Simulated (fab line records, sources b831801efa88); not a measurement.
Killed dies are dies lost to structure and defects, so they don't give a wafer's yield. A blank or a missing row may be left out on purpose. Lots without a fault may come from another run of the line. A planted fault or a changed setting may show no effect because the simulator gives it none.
One fault seen from 2 desks | flow sky130 | each desk has only its own numbers; what lay behind them comes last

THE TOOL OWNER'S DESK: rie_diel-04
The tool's own readings at SKY_VIA2_ETCH_14 (etches BARC in N2/H2, stops on SiO2, time 45.9 s, target depth 60 nm): means of the sampled wafers that have a number, for each lot that ran on this tool. A lot is out of limits, marked OUT, if its mean lies more than 4 standard deviations from the usual mean; the brackets give that distance.
Columns: A = drypump_motor_current_A at SKY_VIA2_ETCH_14, usual 5.9 A; B = n2_flow_sccm at SKY_VIA2_ETCH_14, usual 99.98 sccm; C = oes_product_au at SKY_VIA2_ETCH_14, usual 0.854 a.u.; D = rf_fwd_power_W at SKY_VIA2_ETCH_14, usual 495.3 W; E = run_length_s at SKY_VIA2_ETCH_14, usual 74.2 s; F = throttle_valve_pct at SKY_VIA2_ETCH_14, usual 13.225 %
lot  | first seen here | A   | B      | C                | D     | E               | F
L538 | day 36 23:56    | 6.2 | 100.18 | 0.856            | 494.4 | 74.3            | 13.223
L541 | day 37 07:20    | 6.0 | 100.08 | 0.854            | 496.3 | 74.2            | 13.222
L546 | day 39 00:40    | 5.6 | 99.90  | 0.853            | 495.9 | 74.1            | 13.225
L548 | day 39 21:34    | 6.0 | 100.07 | 0.856            | 495.4 | 74.3            | 13.232
L551 | day 40 05:10    | 5.8 | 100.01 | 0.858            | 496.4 | 74.2            | 13.225
L554 | day 41 02:57    | 6.4 | 100.19 | 0.890 (+8.6) OUT | 492.8 | 72.5 (-5.3) OUT | 13.228
L557 | day 42 00:28    | 5.2 | 99.95  | 0.891 (+8.7) OUT | 496.9 | 72.4 (-5.3) OUT | 13.223
This desk's finding: out of limits on L554, L557; first on L554, day 41 02:57 (oes_product_au at SKY_VIA2_ETCH_14). In limits: L538, L541, L546, L548, L551.

THE METROLOGY DESK
What the gauges read, lot by lot, whatever tool the lot ran on: means of the sampled wafers that have a number. A lot is out of limits, marked OUT, if its mean lies more than 4 standard deviations from the usual mean; the brackets give that distance.
Columns: A = POLY_GATE_OXIDATION_THK at SKY_POLY_GATE_THK_MEAS_21, usual 4.02 nm; B = cd_nm at SKY_SD_P_CD_MEAS_07, usual 380.3 nm; C = SD_N_TW at SKY_SD_N_TW_MEAS_12, usual 3994
lot  | first seen here | A    | B     | C
L538 | day 17 07:27    | 3.96 | 379.9 | 3964
L539 | day 17 07:31    | 4.04 | 382.3 | 3993
L540 | day 17 12:43    | 4.13 | 381.6 | 3986
L541 | day 17 12:46    | 4.20 | 385.4 | 3986
L543 | day 17 21:11    | 3.94 | 377.6 | 4009
L542 | day 17 22:57    | 4.02 | 379.2 | 3968
L544 | day 19 05:53    | 4.01 | 380.2 | 4004
L546 | day 19 14:07    | 4.07 | 381.0 | 3988
L548 | day 20 16:36    | 3.97 | 380.0 | 4021
L550 | day 21 01:41    | 3.90 | 380.9 | 4025
L551 | day 21 03:23    | 4.04 | 383.5 | 3988
L554 | day 22 04:58    | 4.04 | 381.1 | 4022
L557 | day 23 07:14    | 4.07 | 380.0 | 4001
L560 | day 24 13:26    | 3.94 | 378.3 | 3999
This desk's finding: nothing out of limits on any of the 14 lots.

PUT TOGETHER
The tool owner's desk could have raised an alarm at day 41 02:57, on L554, L557.
The metrology desk saw nothing out of limits.
The metrology desk has L554, L557 on record, within its limits.
Of the lots named, all ran SKY_VIA2_ETCH_14 on rie_diel-04.

WHAT THE SIMULATOR HAD PUT IN
Process parameter drift: rie_diel-04, from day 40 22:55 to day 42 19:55, at SKY_VIA2_ETCH_14. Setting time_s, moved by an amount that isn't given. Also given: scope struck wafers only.
Lots struck among those shown: L554, L557.
Hours from the fault's start to each desk's first reading out of limits: the tool owner's desk, 4.
